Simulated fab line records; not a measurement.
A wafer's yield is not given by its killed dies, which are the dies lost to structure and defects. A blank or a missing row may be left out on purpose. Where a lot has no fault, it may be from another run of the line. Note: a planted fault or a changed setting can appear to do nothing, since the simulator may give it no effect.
Chamber matching / flow gf180mcu / 3 sister chambers for GF_V5_CVD_00 on hdpcvd-02
The step deposits SiO2, target thk 300 nm, time 50 s. 6 wafers are shown with their chamber, then 8 later ones without.

EACH WAFER AND ITS CHAMBER
wafer=L772.6; chamber=0; pressure-mtorr (mTorr)=6.007; run-length-s (s)=77.5
wafer=L773.4; chamber=2; pressure-mtorr (mTorr)=6.000; run-length-s (s)=77.8
wafer=L774.1; chamber=1; pressure-mtorr (mTorr)=6.010; run-length-s (s)=77.7
wafer=L774.2; chamber=0; pressure-mtorr (mTorr)=6.005; run-length-s (s)=77.1
wafer=L774.3; chamber=2; pressure-mtorr (mTorr)=5.987; run-length-s (s)=78.1
wafer=L785.4; chamber=1; pressure-mtorr (mTorr)=6.004; run-length-s (s)=77.8

WAFERS WHOSE CHAMBER IS MISSING
wafer=L785.5; pressure-mtorr (mTorr)=6.002; run-length-s (s)=77.4
wafer=L785.6; pressure-mtorr (mTorr)=5.984; run-length-s (s)=77.6
wafer=L788.2; pressure-mtorr (mTorr)=6.009; run-length-s (s)=77.3
wafer=L788.3; pressure-mtorr (mTorr)=6.006; run-length-s (s)=77.5
wafer=L788.6; pressure-mtorr (mTorr)=6.012; run-length-s (s)=77.5
wafer=L791.4; pressure-mtorr (mTorr)=6.011; run-length-s (s)=77.8
wafer=L791.5; pressure-mtorr (mTorr)=6.004; run-length-s (s)=77.8
wafer=L791.6; pressure-mtorr (mTorr)=5.992; run-length-s (s)=77.2

WHICH CHAMBER EACH ONE RAN IN
wafer=L785.5; from the rows above=can't be placed: 0 or 1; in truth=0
wafer=L785.6; from the rows above=can't be placed: 2 or 1 or 0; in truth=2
wafer=L788.2; from the rows above=can't be placed: 0 or 1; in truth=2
wafer=L788.3; from the rows above=can't be placed: 0 or 1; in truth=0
wafer=L788.6; from the rows above=can't be placed: 0 or 1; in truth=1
wafer=L791.4; from the rows above=can't be placed: 1 or 0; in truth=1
wafer=L791.5; from the rows above=can't be placed: 1 or 2 or 0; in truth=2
wafer=L791.6; from the rows above=can't be placed: 0 or 2 or 1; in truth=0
Correctly placed: 0 of 8. Can't be placed from these rows: 8 (the true chamber is among the candidates in 7). 0 placed wrongly.
How it was worked out, from the rows above alone: a wafer's distance from a chamber is the root of the sum, over the readings, of the square of ((its reading less the chamber's mean) divided by the reading's scatter). If the next closest chamber is less than 2 further off than the closest, the wafer can't be placed; otherwise it belongs to the closest. For every chamber, the mean is computed from those of its wafers that are shown. How the scatter is found: for the shown wafers, subtract from each reading the mean of its chamber, square and add these, divide the total by (wafers less chambers), then take the root.
